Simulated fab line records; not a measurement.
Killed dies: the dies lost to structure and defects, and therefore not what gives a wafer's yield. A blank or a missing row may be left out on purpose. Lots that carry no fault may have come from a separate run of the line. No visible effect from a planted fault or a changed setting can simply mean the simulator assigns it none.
fab line records | flow sky130
[record] lots = 14 wafers = 42 last_day = 50
route steps=708 shown VIA3@575 METAL4@599
lots that met no fault: taken from a fault-free run of the same line
start_h: hours from the record's opening day to when the first of the lot's shown wafers began | wait_h: hours from the lot's prior step to this one | " same as the row above | L1.1+2: a single row standing in for several wafers | - no value, or no start given | * or withheld: withheld | < > ~ a bound
route shown NAME@n: names a module that has steps shown in the file, with the first one's number in the route | usual: mean/standard deviation taken from wafers without a fault | same: alike in all rows | chamber/n: place in a boat | sites: each site's reading | _std_site: standard deviation of those values | _edge_site: mean of outer sites minus mean of inner sites | radius_mm: how far each site lies from the wafer's centre | mask NAME#n: copy n | behind: the most recent tool/chamber to have shaped the wafer | hold: the reason the lot was held/the length of the hold in hours/how it ended | device: the n, p or np transistor that did not switch | end of line: at the end of the route, the tests of the same wafers | step lacking rows: just its recipe | killed: not the wafer's yield, but the dies lost to structure and defects at the first sort | map: dies across one wafer; x = killed, . = not, _ = none there
set.NAME: the setting that was run; set.NAME@STEP: the one run at that earlier step | model.NAME: the simulator's own value behind a step, which no gauge read
one table for each step of the route and one row for each wafer, over a sample of lots
services: the hour from which a tool's chamber was out of use, counted from the record's first day as start_h (under 0 if before that day), plus the number of hours and why
[[steps]]
[step SKY_VIA3_CMP_02]
[recipe] material = SiO2 down_force_psi = 4 platen_rpm = 60 pad_velocity_m_s = 0.94248
[usual] motor_current_A = 11.7/0.85
// columns lot.wafer tool chamber start_h wait_h motor_current_A
L593.2 cmp-01 0 914.98 0.1 10.9
L593.3 " 1 " " 12.5
L593.6 " 2 " " 12.0
L595.1 cmp-01 1 928.38 0.1 12.4
L595.2 " 3 " " 12.2
L595.5 " 0 " " 10.2
L594.4 cmp-01 3 933.65 0.0 13.0
L594.2 " 0 " " 10.8
L594.1 " 2 " " 11.5
L596.2 cmp-01 1 937.10 0.0 12.2
L596.4 " 3 " " 12.6
L596.5 " 1 " " 12.2
L598.2 cmp-01 2 948.63 0.1 12.3
L598.5 " 0 " " 11.2
L598.6 " 1 " " 12.5
L599.1 cmp-01 0 951.46 0.1 10.9
L599.4 " 1 " " 12.2
L599.3 " 2 " " 12.1
L600.3 cmp-02 3 954.91 0.0 9.8
L600.4 " 1 " " 12.0
L600.6 " 0 " " 11.7
L602.2 cmp-01 0 970.02 0.1 11.0
L602.1 " 1 " " 11.5
L602.6 " 3 " " 12.1
L603.4 cmp-02 2 975.26 0.0 12.1
L603.6 " 2 " " 11.5
L603.5 " 3 " " 10.0
L604.3 cmp-02 2 978.53 0.0 11.9
L604.4 " 1 " " 12.0
L604.6 " 3 " " 9.8
L608.4 cmp-02 1 1005.18 0.1 12.6
L608.2 " 3 " " 9.8
L608.5 " 1 " " 12.5
L613.1 cmp-02 3 1044.17 0.2 10.1
L613.6 " 0 " " 11.4
L613.5 " 1 " " 12.3
L614.4 cmp-01 1 1044.91 0.0 12.1
L614.2 " 2 " " 12.4
L614.6 " 1 " " 13.2
L615.2 cmp-02 2 1050.44 0.0 11.9
L615.3 " 1 " " 12.3
L615.5 " 3 " " 10.3
[step SKY_VIA3_DEVELOP_11]
[recipe] develop_time_s = 60 resist = KrF-thick dev_temp_c = 21
[usual] chill_plate_temp_C = 23.02/0.094 develop_time_s = 60/0
// columns lot.wafer tool chamber start_h wait_h chill_plate_temp_C develop_time_s
L593.2 litho_track-03 0 939 - 23.13 60
L593.3 " 0 " " 23.14 60
L593.6 " 0 " " 23.18 60
L595.1 litho_track-03 0 952 - 22.95 60
L595.2 " 0 " " 22.95 60
L595.5 " 0 " " 23.10 60
L594.1 litho_track-04 0 957 - 22.97 60
L594.2 " 0 958 - 22.89 60
L594.4 " 0 " " 23.10 60
L596.2 litho_track-04 0 961 - 23.02 60
L596.4 " 0 " " 22.89 60
L596.5 " 0 " " 22.89 60
L598.2 litho_track-03 0 972 - 22.88 60
L598.5 " 0 " " 22.99 60
L598.6 " 0 973 - 22.97 60
L599.1 litho_track-01 0 975 - 23.03 60
L599.3 " 0 " " 23.06 60
L599.4 " 0 " " 22.97 60
L600.3 litho_track-03 0 978 - 22.96 60
L600.4 " 0 " " 22.87 60
L600.6 " 0 " " 22.98 60
L602.1 litho_track-01 0 993 - 22.94 60
L602.2 " 0 " " 22.97 60
L602.6 " 0 " " 22.98 60
L603.4 litho_track-04 - 999 - - -
L603.5 " - " " - -
L603.6 " - " " - -
L604.3 litho_track-04 - 1002 - - -
L604.4 " - " " - -
L604.6 " - " " - -
L608.2 litho_track-03 0 1028 - 23.11 60
L608.4 " 0 " " 23.00 60
L608.5 " 0 " " 22.95 60
L613.1 litho_track-04 0 1066 - 23.04 60
L613.5 " 0 " " 23.07 60
L613.6 " 0 " " 23.04 60
L614.2 litho_track-01 0 1067 - 22.89 60
L614.4 " 0 " " 23.00 60
L614.6 " 0 " " 23.05 60
L615.2 litho_track-04 0 1072 - 23.13 60
L615.3 " 0 " " 22.98 60
L615.5 " 0 " " 23.10 60
[step SKY_VIA3_OVL_MEAS_13]
[usual] VIA3_OVL = 1/5.1
// columns lot.wafer tool chamber start_h wait_h VIA3_OVL[nm]
L593.2 overlay-02 - 939.75 0.1 1
L593.3 " - " " 4
L593.6 " - " " 6
L595.1 overlay-02 - 952.65 0.1 0
L595.2 " - " " 3
L595.5 " - " " 5
L594.1 overlay-02 - 958.27 0.1 -6
L594.2 " - " " -2
L594.4 " - " " 1
L596.2 overlay-01 - 961.58 0.1 8
L596.4 " - " " 7
L596.5 " - " " -3
L598.2 overlay-01 - 973.15 0.1 0
L598.5 " - " " -3
L598.6 " - " " -3
L599.1 overlay-02 - 975.73 0.1 8
L599.3 " - " " 8
L599.4 " - " " 4
L600.3 overlay-01 - 978.66 0.1 4
L600.4 " - " " 5
L600.6 " - " " 8
L602.1 overlay-02 - 994.08 0.1 -5
L602.2 " - " " -3
L602.6 " - " " 7
L603.4 overlay-01 - 999.74 0.1 -
L603.5 " - " " -
L603.6 " - " " -
L604.3 overlay-01 - 1002.53 0.1 -
L604.4 " - " " -
L604.6 " - " " -
L608.2 overlay-02 - 1028.75 0.1 9
L608.4 " - " " 8
L608.5 " - " " 2
L613.1 overlay-01 - 1066.47 0.1 -3
L613.5 " - " " 2
L613.6 " - " " 1
L614.2 overlay-02 - 1067.39 0.1 -2
L614.4 " - " " 2
L614.6 " - " " -2
L615.2 overlay-01 - 1073.18 0.1 3
L615.3 " - " " 6
L615.5 " - " " 11
[step SKY_METAL4_SPUTTER_01]
[recipe] material = TiN target_thk_nm = 20 power_w = 6500 time_s = 16.7 chamber_pressure_pa = 0.4
[usual] throttle_valve_pct = 30.1/1.2
// columns lot.wafer tool chamber start_h wait_h throttle_valve_pct
L593.2 pvd_sputter-01 - 941.16 0.0 31.7
L593.3 " - " " 30.2
L593.6 " - " " 31.5
L595.1 pvd_sputter-02 - 954.06 0.0 28.4
L595.2 " - " " 27.5
L595.5 " - " " 30.7
L594.1 pvd_sputter-02 - 959.84 0.0 28.5
L594.2 " - " " 30.9
L594.4 " - " " 30.7
L596.2 pvd_sputter-04 - 963.12 0.0 30.7
L596.4 " - " " 31.2
L596.5 " - " " 30.2
L598.2 pvd_sputter-02 - 974.56 0.0 30.8
L598.5 " - " " 27.7
L598.6 " - " " 30.8
L599.1 pvd_sputter-04 - 977.15 0.0 30.9
L599.3 " - " " 30.3
L599.4 " - " " 31.5
L600.3 pvd_sputter-02 - 980.06 0.0 27.7
L600.4 " - " " 30.7
L600.6 " - " " 28.4
L602.1 pvd_sputter-01 - 995.70 0.0 31.1
L602.2 " - " " 29.9
L602.6 " - " " 29.5
L608.2 pvd_sputter-01 - 1030.20 0.0 29.3
L608.4 " - " " 31.5
L608.5 " - " " 30.8
L613.1 pvd_sputter-02 - 1067.89 0.0 30.8
L613.5 " - " " 30.7
L613.6 " - " " 28.5
L614.2 pvd_sputter-04 - 1068.92 0.0 29.4
L614.4 " - " " 31.0
L614.6 " - " " 31.6
L615.2 pvd_sputter-02 - 1074.63 0.0 28.5
L615.3 " - " " 30.5
L615.5 " - " " 31.0
[[services]]
// columns tool chamber start_h hours kind
cmp-02 - 898.22 3.0 repair
pvd_sputter-02 - 900.89 1.3 repair
cmp-02 - 912.00 4.0 pm
cmp-02 - 916.00 - consumable_replace:conditioner
cmp-02 - 916.00 - consumable_replace:pad
pvd_sputter-02 - 963.74 3.7 repair
cmp-02 - 1022.08 1.4 repair
cmp-01 - 1040.37 1.5 repair
cmp-02 - 1046.99 1.3 repair
cmp-01 - 1062.29 2.8 repair
[[key]]
[first_sign] step = SKY_VIA3_DEVELOP_11 reading = tool_record direction = missing
effect none on later readings
met_at SKY_VIA3_DEVELOP_11
struck_lots L603,L604
later_rows_left_out L603.4,L603.5,L603.6,L604.3,L604.4,L604.6
sort_left_out L603.4,L603.5,L603.6,L604.3,L604.4,L604.6
not_acting_at SKY_VIA3_CMP_02,SKY_VIA3_OVL_MEAS_13,SKY_METAL4_SPUTTER_01
onset_between 961 999
[fault] kind = skipped_step_whole tool = litho_track-04 chamber = - onset_h = 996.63 steps = SKY_VIA3_DEVELOP_11 scope = struck_lots_only
// sort_left_out: the simulated sort isn't trusted on such a fault, so these wafers' sort isn't shown, and their yield isn't known
// later_rows_left_out: the simulator's readings of these wafers behind a module that went badly wrong aren't trusted and aren't shown, but for the sort
